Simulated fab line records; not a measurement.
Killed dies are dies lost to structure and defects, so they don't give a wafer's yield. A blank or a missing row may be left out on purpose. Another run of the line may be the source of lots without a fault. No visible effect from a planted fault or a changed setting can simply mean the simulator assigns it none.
fab line records	flow sky130
[record] lots = 13	wafers = 39	lastDay = 50
route steps=708 shown LDD_P@266 LDD_HVP@287 SD_P@331 RES_XHIGH@338 PAD_OPEN@708
lots with no fault: from the same line, run without faults
startH: start of the lot's first displayed wafer, in hours after the record's first day	waitH: how many hours have passed since the lot's step before this one	" identical to the entry in the row above	L1.1+2: one row covering several wafers at once	- no value, or no start was given	* or withheld: withheld	< > ~ a bound
route shown NAME@n: NAME is a module with steps in the file, n the number in the route of the first one	usual: mean/standard deviation of fault-free wafers	same: alike in all rows	chamber/n: place in a boat	sites: the reading at each site	_std_site: the values' standard deviation	_edge_site: outer sites' mean less inner sites'	radiusMm: how far each site lies from the wafer's centre	mask NAME#n: copy n	behind: tool/chamber where the wafer was last shaped	hold: cause of the lot's hold/its duration in hours/its outcome	device: names the non-switching transistor (n, p or np)	end of line: tests run on the same wafers once the route is complete	a step without rows: its recipe alone	killed: dies lost to structure and defects at the first sort, not the wafer's yield	map: a wafer's dies, marking killed ones x, the rest . and places with no die _
set.NAME: setting as actually run; set.NAME@STEP: the setting as run at that earlier step	model.NAME: the simulator's own value behind a step, which no gauge read
one table for each step of the route and one row for each wafer, over a sample of lots
services: a tool's chamber out of use, with start hour (startH, from the record's first day; less than 0 if before it), hours out, and reason
[[steps]]
[step SKY_LDD_P_TW_MEAS_11]
[usual] LDD_P_TW = 636/6.9
lot.wafer	tool	chamber	startH	waitH	LDD_P_TW
L579.1	filmMetro-04	-	427.48	0.1	630
L579.4	"	-	"	"	627
L579.6	"	-	"	"	633
L580.1	filmMetro-04	-	440.33	0.1	630
L580.2	"	-	"	"	629
L580.6	"	-	"	"	631
L583.3	filmMetro-04	-	476.85	0.1	629
L583.5	"	-	"	"	626
L583.6	"	-	"	"	627
L588.3	filmMetro-04	-	518.30	0.1	628
L588.4	"	-	"	"	627
L588.5	"	-	"	"	625
L590.1	filmMetro-04	-	538.91	0.1	626
L590.4	"	-	"	"	628
L590.6	"	-	"	"	626
L594.2	filmMetro-03	-	562.51	0.1	638
L594.5	"	-	"	"	634
L594.6	"	-	"	"	636
L596.2	filmMetro-01	-	581.16	0.1	641
L596.3	"	-	"	"	642
L596.5	"	-	"	"	642
L597.3	filmMetro-01	-	597.80	0.1	639
L597.5	"	-	"	"	642
L597.6	"	-	"	"	638
L598.2	filmMetro-03	-	604.19	0.1	640
L598.5	"	-	"	"	645
L598.6	"	-	"	"	642
L599.2	filmMetro-01	-	612.29	0.1	639
L599.3	"	-	"	"	643
L599.4	"	-	"	"	643
L600.4	filmMetro-03	-	614.31	0.1	640
L600.5	"	-	"	"	642
L600.6	"	-	"	"	641
L601.1	filmMetro-03	-	618.40	0.1	642
L601.3	"	-	"	"	640
L601.5	"	-	"	"	645
L602.1	filmMetro-04	-	635.56	0.1	626
L602.2	"	-	"	"	623
L602.5	"	-	"	"	626
[step SKY_LDD_HVP_STRIP_09]
[recipe] chemistry = O2/N2	powerW = 1400	pressureMtorr = 1500	platenTempC = withheld	o2FlowSccm = 3000	n2FlowSccm = 300	overashFraction = 0.5
[usual] drypumpMotorCurrentA = 5.6/0.66	n2FlowSccm = 299.9/0.93	oesProductAu = 0.408/0.0037	stripTimeToEndpointS = 4.134/0.015
lot.wafer	tool	chamber	startH	waitH	drypumpMotorCurrentA	n2FlowSccm	oesProductAu	rfHoursCounterH	stripTimeToEndpointS
L579.1	plasmaAsher-02	1	488.33	0.1	5.7	298.6	0.410	5	4.150
L579.4	"	0	"	"	6.6	300.5	0.407	-	4.166
L579.6	"	0	"	"	6.6	300.8	0.411	-	4.155
L580.1	plasmaAsher-02	1	501.76	0.1	5.7	299.8	0.405	6	4.129
L580.2	"	0	"	"	6.5	299.1	0.403	6	4.130
L580.6	"	0	"	"	6.5	299.3	0.417	-	4.153
L583.3	plasmaAsher-03	0	537.98	0.1	5.4	301.0	0.416	-	4.145
L583.5	"	1	"	"	6.3	299.5	0.404	-	4.150
L583.6	"	0	"	"	5.4	300.3	0.408	-	4.163
L588.3	plasmaAsher-03	0	578.01	0.1	5.4	299.5	0.408	-	4.149
L588.4	"	1	"	"	6.4	301.8	0.408	-	4.140
L588.5	"	0	"	"	5.4	298.8	0.414	-	4.121
L590.1	plasmaAsher-01	1	598.75	0.1	4.8	298.8	0.419	48	4.138
L590.4	"	1	"	"	4.8	301.2	0.413	-	4.123
L590.6	"	0	"	"	4.9	298.5	0.406	-	4.150
L594.2	plasmaAsher-01	1	621.80	0.1	4.8	299.0	0.411	51	4.109
L594.5	"	0	"	"	5.0	300.1	0.411	-	4.117
L594.6	"	1	"	"	4.8	299.3	0.416	-	4.128
L596.2	plasmaAsher-03	0	639.73	0.1	5.4	300.4	0.414	96	4.126
L596.3	"	1	"	"	6.4	298.6	0.407	-	4.120
L596.5	"	0	"	"	5.4	301.5	0.409	-	4.136
L597.3	plasmaAsher-01	1	655.88	0.1	4.8	298.7	0.404	-	4.150
L597.5	"	0	"	"	5.0	299.5	0.409	-	4.133
L597.6	"	1	"	"	4.8	299.8	0.410	-	4.138
L598.2	plasmaAsher-01	0	663.41	0.1	5.0	299.2	0.411	55	4.144
L598.5	"	1	"	"	4.8	299.8	0.411	-	4.122
L598.6	"	0	"	"	5.0	300.9	0.408	-	4.135
L599.2	plasmaAsher-03	1	669.70	0.1	6.3	297.3	0.409	99	4.129
L599.3	"	0	"	"	5.4	300.7	0.413	-	4.121
L599.4	"	1	"	"	6.4	299.4	0.410	-	4.129
L600.4	plasmaAsher-02	0	671.23	0.1	6.5	301.8	0.405	-	4.133
L600.5	"	0	"	"	6.5	299.8	0.408	-	4.101
L600.6	"	1	"	"	5.8	300.3	0.408	-	4.137
L601.1	plasmaAsher-01	1	675.21	0.1	4.8	299.8	0.408	56	4.104
L601.3	"	1	"	"	4.8	299.4	0.405	-	4.099
L601.5	"	1	"	"	4.8	299.8	0.413	-	4.115
L602.1	plasmaAsher-02	0	692.32	0.1	6.5	298.3	0.415	25	4.139
L602.2	"	1	"	"	5.7	300.4	0.403	25	4.142
L602.5	"	0	"	"	6.6	299.8	0.398	-	4.112
[step SKY_SD_P_TW_MEAS_11]
[usual] SD_P_TW = 2811/26
lot.wafer	tool	chamber	startH	waitH	SD_P_TW
L579.1	filmMetro-04	-	583.50	0.1	2790
L579.4	"	-	"	"	2785
L579.6	"	-	"	"	2794
L580.1	filmMetro-02	-	594.67	0.1	2791
L580.2	"	-	"	"	2825
L580.6	"	-	"	"	2796
L583.3	filmMetro-04	-	629.47	0.1	2771
L583.5	"	-	"	"	2779
L583.6	"	-	"	"	2789
L588.3	filmMetro-03	-	666.98	0.1	2865
L588.4	"	-	"	"	2852
L588.5	"	-	"	"	2861
L590.1	filmMetro-04	-	689.57	0.1	2767
L590.4	"	-	"	"	2778
L590.6	"	-	"	"	2789
L594.2	filmMetro-03	-	711.16	0.1	2834
L594.5	"	-	"	"	2847
L594.6	"	-	"	"	2841
L596.2	filmMetro-04	-	727.38	0.1	2801
L596.3	"	-	"	"	2772
L596.5	"	-	"	"	2791
L597.3	filmMetro-03	-	742.69	0.1	2839
L597.5	"	-	"	"	2834
L597.6	"	-	"	"	2822
L598.2	filmMetro-04	-	749.83	0.1	2800
L598.5	"	-	"	"	2786
L598.6	"	-	"	"	2787
L599.2	filmMetro-04	-	755.17	0.1	2796
L599.3	"	-	"	"	2784
L599.4	"	-	"	"	2786
L600.4	filmMetro-02	-	757.93	0.1	2807
L600.5	"	-	"	"	2798
L600.6	"	-	"	"	2809
L601.1	filmMetro-02	-	763.16	0.1	2819
L601.3	"	-	"	"	2814
L601.5	"	-	"	"	2812
L602.1	filmMetro-02	-	777.22	0.1	2799
L602.2	"	-	"	"	2810
L602.5	"	-	"	"	2804
[step SKY_RES_XHIGH_DEVELOP_06]
[recipe] resist = NOVOLAK	developer = TMAH	developTimeS = 60	devTempC = 23
lot.wafer	tool	chamber	startH	waitH
L579.1+4+6	lithoTrack-01	0	612.54	0.1
L580.1+2+6	lithoTrack-02	0	622.68	0.1
L583.3+5+6	lithoTrack-02	0	657.08	0.1
L588.3+4+5	lithoTrack-02	0	694.93	0.1
L590.1+4+6	lithoTrack-02	0	717.33	0.1
L594.2+5+6	lithoTrack-01	0	738.17	0.1
L596.2+3+5	lithoTrack-04	0	755.08	0.1
L597.3+5+6	lithoTrack-01	0	769.59	0.1
L598.2+5+6	lithoTrack-02	0	776.45	0.1
L599.2+3+4	lithoTrack-04	0	781.83	0.1
L600.4+5+6	lithoTrack-02	0	784.10	0.1
L601.1+3+5	lithoTrack-04	0	788.71	0.1
L602.1+2+5	lithoTrack-02	0	803.38	0.1
[step SKY_RES_XHIGH_TW_MEAS_09]
[usual] RES_XHIGH_TW = 1630/12
lot.wafer	tool	chamber	startH	waitH	RES_XHIGH_TW
L579.1	filmMetro-04	-	612.94	0.1	1635
L579.4	"	-	"	"	1623
L579.6	"	-	"	"	1619
L580.1	filmMetro-03	-	623.08	0.1	1656
L580.2	"	-	"	"	1655
L580.6	"	-	"	"	1651
L583.3	filmMetro-04	-	657.45	0.1	1616
L583.5	"	-	"	"	1612
L583.6	"	-	"	"	1615
L588.3	filmMetro-02	-	695.30	0.1	30
L588.4	"	-	"	"	1629
L588.5	"	-	"	"	30
L590.1	filmMetro-04	-	717.73	0.1	30
L590.4	"	-	"	"	1616
L590.6	"	-	"	"	1615
L594.2	filmMetro-03	-	738.55	0.1	1643
L594.5	"	-	"	"	1646
L594.6	"	-	"	"	1637
L596.2	filmMetro-04	-	755.47	0.1	1623
L596.3	"	-	"	"	1616
L596.5	"	-	"	"	1617
L597.3	filmMetro-02	-	769.96	0.1	1632
L597.5	"	-	"	"	1629
L597.6	"	-	"	"	1628
L598.2	filmMetro-03	-	776.84	0.1	1648
L598.5	"	-	"	"	1650
L598.6	"	-	"	"	1657
L599.2	filmMetro-04	-	782.22	0.1	1623
L599.3	"	-	"	"	1621
L599.4	"	-	"	"	1632
L600.4	filmMetro-02	-	784.46	0.1	1620
L600.5	"	-	"	"	1629
L600.6	"	-	"	"	1633
L601.1	filmMetro-04	-	789.11	0.1	1623
L601.3	"	-	"	"	1626
L601.5	"	-	"	"	1626
L602.1	filmMetro-03	-	803.78	0.1	1643
L602.2	"	-	"	"	1644
L602.5	"	-	"	"	1637
[step SKY_PAD_OPEN_PROBE_99]
[usual] killed_at_M0_to_M3 = 43/7.7	killed_at_M4_up = 3.1/1.7	killedAtContacts = 23/4.8	killedAtFrontEnd = 15/4.5	killedAtOther = 0.3/0.58	killedDies = 85/10	killedOnRim = 17/3.8	killedOpen = 46/7.5	killedShort = 38/6.5
[same] grossDies = 492	killedAtBackSide = 0
lot.wafer	tool	chamber	startH	waitH	killed_at_M0_to_M3	killed_at_M4_up	killedAtContacts	killedAtFrontEnd	killedAtOther	killedDies	killedOnRim	killedOpen	killedShort
L579.1	prober-02	-	1070.44	0.1	36	4	28	9	2	79	19	42	37
L579.4	prober-02	-	1070.59	0.2	34	2	19	20	0	75	19	41	34
L579.6	prober-02	-	1070.69	0.2	37	4	24	17	0	82	21	48	34
L580.1	prober-01	-	1078.09	0.1	54	5	20	17	0	96	20	45	51
L580.2	prober-01	-	1078.14	0.1	47	5	26	10	0	88	18	55	33
L580.6	prober-01	-	1078.34	0.2	62	2	22	17	0	103	17	51	52
L583.3	prober-02	-	1103.52	0.2	40	2	18	11	3	74	10	31	40
L583.5	prober-02	-	1103.62	0.2	38	4	21	19	0	82	20	36	46
L583.6	prober-02	-	1103.67	0.2	44	3	21	12	1	81	13	36	44
L588.3	prober-02	-	1129.60	0.2	39	4	25	21	403	492	96	47	42
L588.4	prober-02	-	1129.65	0.2	44	4	25	11	0	84	19	47	37
L588.5	prober-02	-	1129.70	0.2	54	1	26	14	397	492	96	62	34
L590.1	prober-01	-	1146.51	0.1	32	7	25	16	412	492	96	40	40
L590.4	prober-01	-	1146.66	0.2	36	5	21	12	0	74	17	43	31
L590.6	prober-01	-	1146.76	0.2	45	4	24	14	0	87	14	44	43
L594.2	prober-01	-	1159.68	0.1	45	4	20	25	1	95	21	45	50
L594.5	prober-01	-	1159.83	0.2	40	4	27	15	0	86	19	51	35
L594.6	prober-01	-	1159.88	0.2	39	3	17	19	0	78	13	47	31
L596.2	prober-01	-	1173.73	0.1	35	4	22	15	1	77	20	46	31
L596.3	prober-01	-	1173.78	0.2	50	1	23	15	1	90	14	49	41
L596.5	prober-01	-	1173.88	0.2	38	3	23	19	1	84	12	46	38
L597.3	prober-02	-	1183.05	0.2	31	3	23	16	0	73	18	44	29
L597.5	prober-02	-	1183.15	0.2	56	1	27	17	1	102	17	59	43
L597.6	prober-02	-	1183.20	0.2	36	1	16	16	0	69	19	33	36
L598.2	prober-01	-	1185.36	0.1	46	2	18	11	0	77	13	43	34
L598.5	prober-01	-	1185.51	0.2	60	2	28	11	0	101	23	52	48
L598.6	prober-01	-	1185.56	0.2	48	2	24	8	0	82	9	48	34
L599.2	prober-02	-	1191.13	0.1	58	3	42	16	0	119	23	73	45
L599.3	prober-02	-	1191.18	0.2	45	3	21	17	0	86	16	50	36
L599.4	prober-02	-	1191.23	0.2	53	2	23	26	0	104	19	52	51
L600.4	prober-01	-	1191.50	0.2	35	2	32	15	0	84	20	43	41
L600.5	prober-01	-	1191.55	0.2	36	3	31	9	0	79	16	51	28
L600.6	prober-01	-	1191.60	0.2	45	6	16	10	0	77	10	48	29
L601.1	prober-02	-	1193.62	0.1	49	4	25	15	0	93	20	46	47
L601.3	prober-02	-	1193.72	0.2	36	3	27	25	0	91	20	54	37
L601.5	prober-02	-	1193.82	0.2	35	1	20	13	0	69	15	44	25
L602.1	prober-01	-	1199.20	0.1	32	3	27	14	0	76	20	38	35
L602.2	prober-01	-	1199.25	0.1	60	4	32	17	1	114	23	62	50
L602.5	prober-01	-	1199.40	0.2	44	2	14	9	1	70	15	42	26
// killed by level:class
L579.1 CONTACT:geometricParticle:open=10 VIA1:geometricParticle:open=8 LI_CONTACT:geometricParticle:open=7 VIA3:geometricParticle:open=7 VIA1:geometricParticle:short=5 VIA2:geometricParticle:short=5 POLY_GATE:geometricParticle:short=4 CONTACT:geometricParticle:short=4
L579.4 POLY_GATE:geometricParticle:short=7 FIELD_ISO:geometricParticle:open=6 VIA1:geometricParticle:open=6 CONTACT:geometricParticle:open=5 VIA2:geometricParticle:open=5 POLY_GATE:geometricParticle:open=4 VIA3:geometricParticle:short=4 LI_CONTACT:geometricParticle:open=4
L579.6 VIA1:geometricParticle:open=10 CONTACT:geometricParticle:open=9 FIELD_ISO:geometricParticle:open=7 LI_CONTACT:geometricParticle:open=5 CONTACT:geometricParticle:short=5 VIA3:geometricParticle:open=5 LOCAL_INTERCONNECT:geometricParticle:short=4 POLY_GATE:geometricParticle:open=4
L580.1 VIA1:geometricParticle:open=15 CONTACT:geometricParticle:short=8 VIA1:geometricParticle:short=7 METAL2:geometricParticle:short=6 FIELD_ISO:geometricParticle:open=5 POLY_GATE:geometricParticle:short=5 CONTACT:geometricParticle:open=5 METAL1:geometricParticle:short=5
L580.2 VIA1:geometricParticle:open=13 LI_CONTACT:geometricParticle:open=9 VIA1:geometricParticle:short=8 VIA2:geometricParticle:open=7 VIA3:geometricParticle:open=7 CONTACT:geometricParticle:open=6 FIELD_ISO:geometricParticle:open=5 LI_CONTACT:geometricParticle:short=5
L580.6 VIA3:geometricParticle:open=14 VIA1:geometricParticle:open=8 CONTACT:geometricParticle:open=7 METAL2:geometricParticle:short=7 VIA1:geometricParticle:short=7 VIA2:geometricParticle:open=7 FIELD_ISO:geometricParticle:short=6 LI_CONTACT:geometricParticle:open=6
L583.3 METAL1:geometricParticle:short=7 VIA1:geometricParticle:short=6 METAL2:geometricParticle:short=6 FIELD_ISO:geometricParticle:open=5 LI_CONTACT:geometricParticle:open=5 LOCAL_INTERCONNECT:geometricParticle:short=4 CONTACT:geometricParticle:short=4 CONTACT:geometricParticle:open=4
L583.5 METAL1:geometricParticle:short=8 CONTACT:geometricParticle:short=7 FIELD_ISO:geometricParticle:open=6 POLY_GATE:geometricParticle:short=5 CONTACT:geometricParticle:open=5 VIA1:geometricParticle:short=5 LOCAL_INTERCONNECT:geometricParticle:short=4 VIA1:geometricParticle:open=4
L583.6 METAL1:geometricParticle:short=9 VIA1:geometricParticle:open=7 METAL2:geometricParticle:short=7 LI_CONTACT:geometricParticle:short=5 CONTACT:geometricParticle:open=5 VIA2:geometricParticle:open=5 LI_CONTACT:geometricParticle:open=4 VIA1:geometricParticle:short=4
L588.3 RES_XHIGH:areaDevelop=403 VIA1:geometricParticle:open=11 CONTACT:geometricParticle:open=10 METAL2:geometricParticle:short=8 FIELD_ISO:geometricParticle:short=7 LI_CONTACT:geometricParticle:open=6 POLY_GATE:geometricParticle:short=4 POLY_GATE:geometricParticle:open=4
L588.4 CONTACT:geometricParticle:open=12 METAL2:geometricParticle:short=8 VIA1:geometricParticle:open=7 LI_CONTACT:geometricParticle:open=6 METAL1:geometricParticle:short=6 VIA1:geometricParticle:short=6 VIA3:geometricParticle:open=5 POLY_GATE:geometricParticle:open=4
L588.5 RES_XHIGH:areaDevelop=396 VIA1:geometricParticle:open=12 CONTACT:geometricParticle:open=11 VIA2:geometricParticle:open=10 LI_CONTACT:geometricParticle:open=9 VIA2:geometricParticle:short=6 POLY_GATE:geometricParticle:open=4 VIA3:geometricParticle:open=4
L590.1 RES_XHIGH:areaDevelop=412 VIA1:geometricParticle:open=9 LI_CONTACT:geometricParticle:open=7 LOCAL_INTERCONNECT:geometricParticle:short=6 METAL1:geometricParticle:short=6 CONTACT:geometricParticle:open=6 VIA1:geometricParticle:short=6 FIELD_ISO:geometricParticle:short=5
L590.4 CONTACT:geometricParticle:open=9 VIA2:geometricParticle:open=7 VIA1:geometricParticle:open=6 VIA3:geometricParticle:open=6 POLY_GATE:geometricParticle:open=5 CONTACT:geometricParticle:short=5 METAL1:geometricParticle:short=5 VIA1:geometricParticle:short=5
L590.6 METAL1:geometricParticle:short=11 VIA1:geometricParticle:open=11 VIA2:geometricParticle:open=7 FIELD_ISO:geometricParticle:short=6 LI_CONTACT:geometricParticle:open=6 CONTACT:geometricParticle:short=6 CONTACT:geometricParticle:open=6 LOCAL_INTERCONNECT:geometricParticle:short=4
L594.2 VIA1:geometricParticle:open=10 FIELD_ISO:geometricParticle:short=9 POLY_GATE:geometricParticle:short=8 CONTACT:geometricParticle:open=7 VIA2:geometricParticle:open=6 VIA3:geometricParticle:open=6 CONTACT:geometricParticle:short=5 VIA1:geometricParticle:short=5
L594.5 CONTACT:geometricParticle:open=11 VIA1:geometricParticle:open=11 POLY_GATE:geometricParticle:open=8 VIA3:geometricParticle:open=8 LOCAL_INTERCONNECT:geometricParticle:short=6 METAL1:geometricParticle:short=6 VIA2:geometricParticle:short=5 LI_CONTACT:geometricParticle:open=4
L594.6 VIA3:geometricParticle:open=12 VIA1:geometricParticle:open=10 LI_CONTACT:geometricParticle:open=8 FIELD_ISO:geometricParticle:short=6 POLY_GATE:geometricParticle:open=4 FIELD_ISO:geometricParticle:open=3 POLY_GATE:geometricParticle:short=3 LI_CONTACT:geometricParticle:short=3
L596.2 METAL1:geometricParticle:short=9 LI_CONTACT:geometricParticle:open=8 CONTACT:geometricParticle:open=8 VIA1:geometricParticle:open=7 FIELD_ISO:geometricParticle:open=6 METAL2:geometricParticle:short=5 LOCAL_INTERCONNECT:geometricParticle:short=4 FIELD_ISO:geometricParticle:short=3
L596.3 VIA1:geometricParticle:open=11 CONTACT:geometricParticle:open=9 LI_CONTACT:geometricParticle:open=7 METAL1:geometricParticle:short=7 METAL3:geometricParticle:short=6 VIA1:geometricParticle:short=5 VIA3:geometricParticle:open=5 VIA3:geometricParticle:short=4
L596.5 VIA2:geometricParticle:open=12 VIA3:geometricParticle:open=8 LI_CONTACT:geometricParticle:open=7 LOCAL_INTERCONNECT:geometricParticle:short=6 METAL2:geometricParticle:short=5 FIELD_ISO:geometricParticle:open=4 FIELD_ISO:geometricParticle:short=4 SPACER:geometricParticle:short=4
L597.3 CONTACT:geometricParticle:open=8 LI_CONTACT:geometricParticle:open=7 POLY_GATE:geometricParticle:open=6 METAL1:geometricParticle:short=6 VIA1:geometricParticle:open=5 VIA3:geometricParticle:open=5 VIA2:geometricParticle:open=4 FIELD_ISO:geometricParticle:open=3
L597.5 VIA1:geometricParticle:open=13 VIA2:geometricParticle:open=13 CONTACT:geometricParticle:open=7 LI_CONTACT:geometricParticle:open=7 VIA3:geometricParticle:open=7 LOCAL_INTERCONNECT:geometricParticle:short=6 METAL3:geometricParticle:short=5 POLY_GATE:geometricParticle:short=4
L597.6 VIA1:geometricParticle:open=7 VIA1:geometricParticle:short=6 VIA2:geometricParticle:open=5 SPACER:geometricParticle:open=4 METAL1:geometricParticle:short=4 LI_CONTACT:geometricParticle:open=4 LOCAL_INTERCONNECT:geometricParticle:short=4 FIELD_ISO:geometricParticle:open=3
L598.2 METAL1:geometricParticle:short=9 VIA3:geometricParticle:open=7 LI_CONTACT:geometricParticle:open=7 VIA1:geometricParticle:open=7 POLY_GATE:geometricParticle:open=6 CONTACT:geometricParticle:open=5 METAL2:geometricParticle:short=5 VIA2:geometricParticle:open=5
L598.5 VIA1:geometricParticle:open=15 CONTACT:geometricParticle:open=12 VIA3:geometricParticle:open=9 VIA3:geometricParticle:short=9 METAL1:geometricParticle:short=7 VIA2:geometricParticle:open=6 VIA1:geometricParticle:short=6 LI_CONTACT:geometricParticle:open=5
L598.6 VIA3:geometricParticle:open=14 VIA1:geometricParticle:open=9 CONTACT:geometricParticle:open=8 VIA2:geometricParticle:open=8 VIA3:geometricParticle:short=5 LI_CONTACT:geometricParticle:open=5 LI_CONTACT:geometricParticle:short=4 CONTACT:geometricParticle:short=4
L599.2 VIA1:geometricParticle:open=24 CONTACT:geometricParticle:open=18 LI_CONTACT:geometricParticle:open=9 LOCAL_INTERCONNECT:geometricParticle:short=7 VIA1:geometricParticle:short=6 FIELD_ISO:geometricParticle:open=5 CONTACT:geometricParticle:short=5 METAL1:geometricParticle:short=5
L599.3 CONTACT:geometricParticle:open=9 VIA1:geometricParticle:open=9 VIA2:geometricParticle:open=7 VIA1:geometricParticle:short=6 METAL1:geometricParticle:short=6 FIELD_ISO:geometricParticle:short=5 METAL1:geometricParticle:open=5 LOCAL_INTERCONNECT:geometricParticle:short=5
L599.4 VIA2:geometricParticle:open=13 CONTACT:geometricParticle:open=10 VIA1:geometricParticle:open=10 METAL2:geometricParticle:short=9 POLY_GATE:geometricParticle:short=8 VIA1:geometricParticle:short=6 LI_CONTACT:geometricParticle:short=5 FIELD_ISO:geometricParticle:open=4
L600.4 CONTACT:geometricParticle:open=12 VIA1:geometricParticle:open=10 LI_CONTACT:geometricParticle:open=8 FIELD_ISO:geometricParticle:short=7 METAL1:geometricParticle:short=6 CONTACT:geometricParticle:short=5 METAL2:geometricParticle:short=5 LOCAL_INTERCONNECT:geometricParticle:short=4
L600.5 CONTACT:geometricParticle:open=16 METAL1:geometricParticle:short=11 LI_CONTACT:geometricParticle:open=10 VIA3:geometricParticle:open=5 POLY_GATE:geometricParticle:open=4 VIA1:geometricParticle:open=4 VIA3:geometricParticle:short=4 VIA1:geometricParticle:short=3
L600.6 VIA1:geometricParticle:open=12 VIA3:geometricParticle:open=8 LI_CONTACT:geometricParticle:open=6 VIA2:geometricParticle:open=6 METAL3:geometricParticle:short=5 METAL2:geometricParticle:short=5 LOCAL_INTERCONNECT:geometricParticle:short=4 METAL4:geometricParticle:open=4
L601.1 CONTACT:geometricParticle:open=13 METAL1:geometricParticle:short=8 VIA1:geometricParticle:open=7 FIELD_ISO:geometricParticle:short=6 METAL2:geometricParticle:short=6 LI_CONTACT:geometricParticle:open=5 METAL2:geometricParticle:open=5 VIA2:geometricParticle:open=5
L601.3 CONTACT:geometricParticle:open=11 VIA1:geometricParticle:open=10 FIELD_ISO:geometricParticle:open=6 VIA2:geometricParticle:open=6 VIA3:geometricParticle:open=6 FIELD_ISO:geometricParticle:short=5 POLY_GATE:geometricParticle:short=5 LI_CONTACT:geometricParticle:open=4
L601.5 VIA2:geometricParticle:open=11 LI_CONTACT:geometricParticle:open=7 CONTACT:geometricParticle:open=7 METAL2:geometricParticle:short=7 POLY_GATE:geometricParticle:open=4 VIA3:geometricParticle:open=4 LI_CONTACT:geometricParticle:short=3 VIA1:geometricParticle:open=3
L602.1 VIA1:geometricParticle:open=9 CONTACT:geometricParticle:open=8 CONTACT:geometricParticle:short=6 LI_CONTACT:geometricParticle:open=6 VIA3:geometricParticle:open=4 FIELD_ISO:geometricParticle:open=3 FIELD_ISO:geometricParticle:short=3 LI_CONTACT:geometricParticle:short=3
L602.2 VIA1:geometricParticle:open=14 LI_CONTACT:geometricParticle:open=13 VIA2:geometricParticle:open=10 VIA2:geometricParticle:short=8 CONTACT:geometricParticle:open=7 METAL1:geometricParticle:short=6 CONTACT:geometricParticle:short=5 LOCAL_INTERCONNECT:geometricParticle:short=4
L602.5 VIA1:geometricParticle:open=14 CONTACT:geometricParticle:open=9 VIA2:geometricParticle:open=8 METAL2:geometricParticle:short=7 POLY_GATE:geometricParticle:short=3 POLY_GATE:geometricParticle:open=3 METAL1:geometricParticle:short=3 VIA1:geometricParticle:short=3
[[services]]
tool	chamber	startH	hours	kind
plasmaAsher-02	-	486.81	1.3	repair
plasmaAsher-02	-	597.31	1.0	repair
plasmaAsher-01	-	676.49	2.8	pm
plasmaAsher-01	-	690.03	4.9	repair
plasmaAsher-01	-	708.49	2.0	repair
plasmaAsher-03	-	733.75	9.0	pm
plasmaAsher-03	0	733.75	9.0	ventCycle
plasmaAsher-03	1	733.75	9.0	ventCycle
plasmaAsher-02	-	741.02	45.4	pm
plasmaAsher-03	0	742.75	-	clean
plasmaAsher-03	1	742.75	-	clean
[[key]]
[firstSign] step = SKY_RES_XHIGH_TW_MEAS_09	reading = RES_XHIGH_TW	direction = down	sigmas = 99+	usual = 1630	struck = 30
[effect] step = SKY_PAD_OPEN_PROBE_99	reading = killedAtOther	direction = up	sigmas = 99+	usual = 0.3	struck = 404
[moreKillsBornAt] SKY_RES_XHIGH_DEVELOP_06@lithoTrack-02 = 1211
metAt SKY_RES_XHIGH_DEVELOP_06
struckLots L588,L590
struckWafers L588.3,L588.5,L590.1
testerLeftOut L588,L590
notActingAt SKY_LDD_P_TW_MEAS_11,SKY_LDD_HVP_STRIP_09,SKY_SD_P_TW_MEAS_11
onsetBetween 657.08 694.93
[fault] kind = processParameterDrift	tool = lithoTrack-02	chamber = -	onsetH = 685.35	steps = SKY_RES_XHIGH_DEVELOP_06	channel = developTimeS	offset = *	shape = step	endH = 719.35	scope = struckWafersOnly	actsIn = *	stated = *
// testerLeftOut: of these lots the tester's yield and bins aren't shown, on N5 and GAA mostly nor the transistor test; their killed dies are dies lost to structure and defects alone, not to doping, threshold or leakage, so they don't give the yield
